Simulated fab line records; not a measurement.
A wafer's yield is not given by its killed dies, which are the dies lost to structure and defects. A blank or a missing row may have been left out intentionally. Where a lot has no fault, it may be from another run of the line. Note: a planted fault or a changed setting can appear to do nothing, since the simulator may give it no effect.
Problem report, 8D (eight disciplines) form, completed by code / flow gf180mcu / the parts of the form that need people (team, actions taken, sign-off) are left out

1. THE ISSUE
M1_ALCU_RS at GF_M1_RS_MEAS_05 reads a mean of 0.1107 ohm/sq on 3 wafers of 2 lots; wafers without a fault read 0.0698 ohm/sq with a standard deviation of 0.00069. Relative to the usual mean, that is a shift of +59 standard deviations.
The step: measures by four-point-probe.
Earliest sighting: wafer L176.3 on film_metro-01 at day 23 00:41. The record has a number at this step for 31 wafers belonging to 11 lots. Rule for "out", or "out of limits": more than 4 standard deviations from the usual mean. Any other wafer with a number is counted as sound.

2. WHAT THIS IS AND IS NOT
question=which readings at this step | is=M1_ALCU_RS | is not=-
question=which lots | is=L176, L177 | is not=L156, L157, L158, L161, L165, L166, L167, L168, L178
question=which wafers of those lots | is=L176.3, L176.4, L177.3 | is not=L177.5
question=read on which gauges | is=film_metro-01, film_metro-03 | is not=film_metro-04
question=when | is=from day 23 00:41 | is not=up to then (24 sound wafers); but 4 sound wafers of L177, L178 came after

3. THE SUSPECTS, EACH WITH WHAT RULES IT OUT
Counting: any tool at a process step up to the reading remains a suspect provided it ran every lot that is out. Sound lots after the first of them don't rule it out here, since some wafers of a struck lot are sound.
- the gauge at GF_M1_RS_MEAS_05 has been ruled out. 2 gauges (film_metro-01, film_metro-03) read the wafers that are out.
- plasma_asher-01 at GF_CONTACT_STRIP_18 (strips in O2/N2): kept. Every lot that is out went through it, the first being L176 (day 22 23:28); the last sound lot it ran before that was L165 (day 19 10:09).
- pvd_sputter-02 at GF_M1_SPUTTER_02 (material AlCu, target thk 450 nm, time 23.9 s): kept. Every lot that is out went through it, the first being L176 (day 23 00:33); the last sound lot it ran before that was L166 (day 19 11:43).
What counting leaves: plasma_asher-01 at GF_CONTACT_STRIP_18 and pvd_sputter-02 at GF_M1_SPUTTER_02.

4. THE CAUSE (what the simulator had put in)
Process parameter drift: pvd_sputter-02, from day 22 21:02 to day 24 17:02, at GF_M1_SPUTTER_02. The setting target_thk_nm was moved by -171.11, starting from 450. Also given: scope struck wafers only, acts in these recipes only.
After counting, 2 suspects remain, this tool included.

5. THE EFFECT CHAIN, in route order
Each row: a reading whose mean over the struck wafers that have a number lies more than 3 standard deviations from the usual. Scope: only readings with a usual standard deviation given in the record; hours: median across lots of the time from each lot's start at the first step in this table that gives one to its start at this step; sigmas: change in usual standard deviations.
hours=0; step=GF_M1_RS_MEAS_05; reading=M1_ALCU_RS; usual=0.0698 ohm/sq; on struck wafers=0.1107; change=+0.0409; sigmas=+59
hours=0; step=GF_M1_THK_MEAS_06; reading=M1_ALCU_THK; usual=452 nm; on struck wafers=287; change=-165; sigmas=-28
hours=22; step=GF_M1_METAL_ETCH_16; reading=oes_product_au; usual=0.971 a.u.; on struck wafers=0.805; change=-0.166; sigmas=-28
hours=22; step=GF_M1_METAL_ETCH_16; reading=throttle_valve_pct; usual=28.252 %; on struck wafers=28.429; change=+0.177; sigmas=+18
It contains these process steps:
- GF_M1_METAL_ETCH_16: etches the open film in Cl2/BCl3, stops on SiO2, target depth 627.5 nm, time 104.6 s.

6. HOW IT WOULD HAVE BEEN CAUGHT EARLIER
Counted from the fault's start at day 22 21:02, it took 4 hours until the first out-of-limits reading at a measuring or inspecting step in this record, taken at day 23 00:41.
Tool readings at GF_M1_SPUTTER_02 with a usual standard deviation given in the record: none out on any struck wafer, hence no alarm at a limit of 4 standard deviations on them.
Of the lots that are out (2), L177 began GF_M1_SPUTTER_02 on pvd_sputter-02 after day 23 00:41. A tool hold placed at that time would have kept it from harm.
